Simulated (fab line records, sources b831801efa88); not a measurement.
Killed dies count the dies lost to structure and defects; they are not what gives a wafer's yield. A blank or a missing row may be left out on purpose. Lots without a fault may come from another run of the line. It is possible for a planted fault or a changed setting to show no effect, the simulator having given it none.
The same fault as seen by 2 desks | flow sky130 | each desk has only its own numbers; what lay behind them comes last

== DESK OF THE TOOL OWNER: rie si-02 ==
The tool's own readings at SKY_POLY_GATE_ETCH_17 (etches poly-Si in HBr/Cl2, stops on SiO2, target depth 180 nm, time 70.5 s): means of the sampled wafers that have a number, for each lot that ran on this tool. A lot is out of limits, marked OUT, if its mean lies more than 4 standard deviations from the usual mean; the brackets give that distance.
Columns: A = drypump motor current A at SKY_POLY_GATE_ETCH_17, usual 5.9 A; B = he backside leak sccm at SKY_POLY_GATE_ETCH_17, usual 2.73 sccm; C = oes product au at SKY_POLY_GATE_ETCH_17, usual 0.987 a.u.; D = throttle valve pct at SKY_POLY_GATE_ETCH_17, usual 33.684 %
lot  | first seen here | A   | B    | C                | D
L191 | day 16 19:50    | 5.8 | 2.77 | 0.982            | 33.676
L192 | day 16 23:18    | 5.9 | 3.19 | 0.991            | 33.680
L199 | day 19 02:15    | 5.8 | 2.64 | 0.993            | 33.673
L200 | day 19 18:20    | 5.3 | 2.85 | 0.994            | 33.681
L209 | day 23 04:05    | 5.7 | 2.75 | 0.945 (-5.4) OUT | 33.675
L210 | day 23 11:10    | 5.6 | 2.73 | 0.950 (-4.9) OUT | 33.677
L211 | day 23 13:16    | 5.5 | 2.61 | 0.953 (-4.4) OUT | 33.673
Finding of this desk: L209, L210, L211 out of limits; the first was L209 at day 23 04:05, on oes product au at SKY_POLY_GATE_ETCH_17. In limits: L191, L192, L199, L200.

== FROM THE METROLOGY DESK ==
Lot by lot, what the gauges showed, no matter which tool ran the lot: averages of those sampled wafers that carry a number. A lot is out of limits, marked OUT, if its mean lies more than 4 standard deviations from the usual mean; the brackets give that distance.
Columns: A = cd nm at SKY_SONOS_ONO_CD_MEAS_13, usual 410.2 nm
lot  | first seen here | A
L191 | day 13 01:26    | 411.9
L192 | day 13 06:04    | 410.0
L194 | day 13 11:56    | 411.9
L195 | day 13 18:13    | 413.1
L199 | day 15 02:46    | 410.1
L200 | day 15 17:52    | 413.5
L209 | day 19 00:11    | 412.5
L210 | day 19 09:31    | 410.9
L211 | day 19 09:32    | 407.9
L212 | day 19 23:26    | 412.2
L214 | day 20 11:45    | 408.9
This desk's verdict: no lot among the 11 shows anything out of limits.

== BROUGHT TOGETHER ==
An alarm could have come from the tool owner's desk at day 23 04:05, on L209, L210, L211.
Nothing out of limits was seen by the metrology desk.
The metrology desk has L209, L210, L211 on record, within its limits.
SKY_POLY_GATE_ETCH_17 was run on rie si-02 by each of the lots named.

== WHAT THE SIMULATOR HAD PUT IN ==
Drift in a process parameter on rie si-02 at SKY_POLY_GATE_ETCH_17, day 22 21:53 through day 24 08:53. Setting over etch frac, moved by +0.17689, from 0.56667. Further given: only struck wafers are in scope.
Lots struck among those shown: L209, L210, L211.
Hours from the fault's start to each desk's first reading out of limits: the tool owner's desk, 6.
